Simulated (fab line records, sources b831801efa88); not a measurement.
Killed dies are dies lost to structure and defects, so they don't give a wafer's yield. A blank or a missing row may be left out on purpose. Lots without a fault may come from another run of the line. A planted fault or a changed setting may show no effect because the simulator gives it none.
Tool commonality check | flow gf180mcu | 13 lots, 39 wafers sampled

WHY IT WAS OPENED
At GF_HV_LDD_TW_MEAS_38 the reading HV_LDD_3_TW is flagged on 3 of 13 lots. Wafers without a fault read 1448, standard deviation 7.8.
Rule: a lot is flagged when every wafer of it that has a number lies more than 4 standard deviations from that mean, or none has a number. The other lots count as sound.

lot  | measured     | on            | HV_LDD_3_TW, wafer by wafer | flag
L514 | day 11 10:28 | film_metro-04 | 1436 1442 1441              |
L515 | day 11 16:45 | film_metro-04 | 1445 1448 1439              |
L516 | day 12 04:43 | film_metro-02 | 1445 1444 1449              |
L518 | day 12 19:12 | film_metro-04 | 1552 1559 1549              | FLAGGED
L519 | day 13 02:47 | film_metro-04 | 1558 1563 1571              | FLAGGED
L522 | day 14 05:24 | film_metro-02 | 1541 1536 1545              | FLAGGED
L523 | day 14 19:13 | film_metro-02 | 1436 1439 1432              |
L529 | day 16 20:26 | film_metro-03 | 1460 1455 1463              |
L530 | day 17 01:33 | film_metro-03 | 1454 1453 1458              |
L531 | day 17 07:32 | film_metro-03 | 1455 1450 1456              |
L534 | day 18 02:18 | film_metro-03 | 1452 1446 1456              |
L535 | day 18 19:28 | film_metro-04 | 1451 1449 1444              |
L537 | day 19 01:39 | film_metro-03 | 1449 1449 1455              |
The numbers of the flagged lots are 1553 on average: +105 against the usual, or +13 standard deviations.

WHICH TOOL RAN EACH LOT
The record holds 1 process step before the reading, out of a route of 602 steps. In each cell: the tool, then ch and the chambers that the sampled wafers went through, then the start.
lot  | flag    | GF_HV_LDD_IMPLANT_36
L514 |         | implanter-01 ch 0, day 11 10:13
L515 |         | implanter-02 ch 0, day 11 16:33
L516 |         | implanter-01 ch 0, day 12 04:28
L518 | FLAGGED | implanter-01 ch 0, day 12 18:35
L519 | FLAGGED | implanter-02 ch 0, day 13 02:14
L522 | FLAGGED | implanter-04 ch 0, day 14 04:43
L523 |         | implanter-01 ch 0, day 14 19:00
L529 |         | implanter-04 ch 0, day 16 20:12
L530 |         | implanter-01 ch 0, day 17 01:18
L531 |         | implanter-04 ch 0, day 17 07:18
L534 |         | implanter-04 ch 0, day 18 02:03
L535 |         | implanter-01 ch 0, day 18 19:13
L537 |         | implanter-01 ch 0, day 19 01:24
What these steps do:
- GF_HV_LDD_IMPLANT_36
- GF_HV_LDD_TW_MEAS_38

FLAGGED OVER TOTAL, TOOL BY TOOL (the gauges that took the reading come last)
step                 | tool          | lots run | flagged | share of the flagged lots | sound lots run after its first flagged lot
GF_HV_LDD_IMPLANT_36 | implanter-01  | 7        | 1       | some                      | 4 (L523,L530,L535,L537)
GF_HV_LDD_IMPLANT_36 | implanter-02  | 2        | 1       | some                      | 0
GF_HV_LDD_IMPLANT_36 | implanter-04  | 4        | 1       | some                      | 3 (L529,L531,L534)
GF_HV_LDD_TW_MEAS_38 | film_metro-02 | 3        | 1       | some                      | 1 (L523)
GF_HV_LDD_TW_MEAS_38 | film_metro-03 | 5        | 0       | none                      | -
GF_HV_LDD_TW_MEAS_38 | film_metro-04 | 5        | 2       | some                      | 1 (L535)

WHAT THE TABLE ALLOWS
No row of the table ran every flagged lot.

WHAT THE SIMULATOR HAD PUT IN
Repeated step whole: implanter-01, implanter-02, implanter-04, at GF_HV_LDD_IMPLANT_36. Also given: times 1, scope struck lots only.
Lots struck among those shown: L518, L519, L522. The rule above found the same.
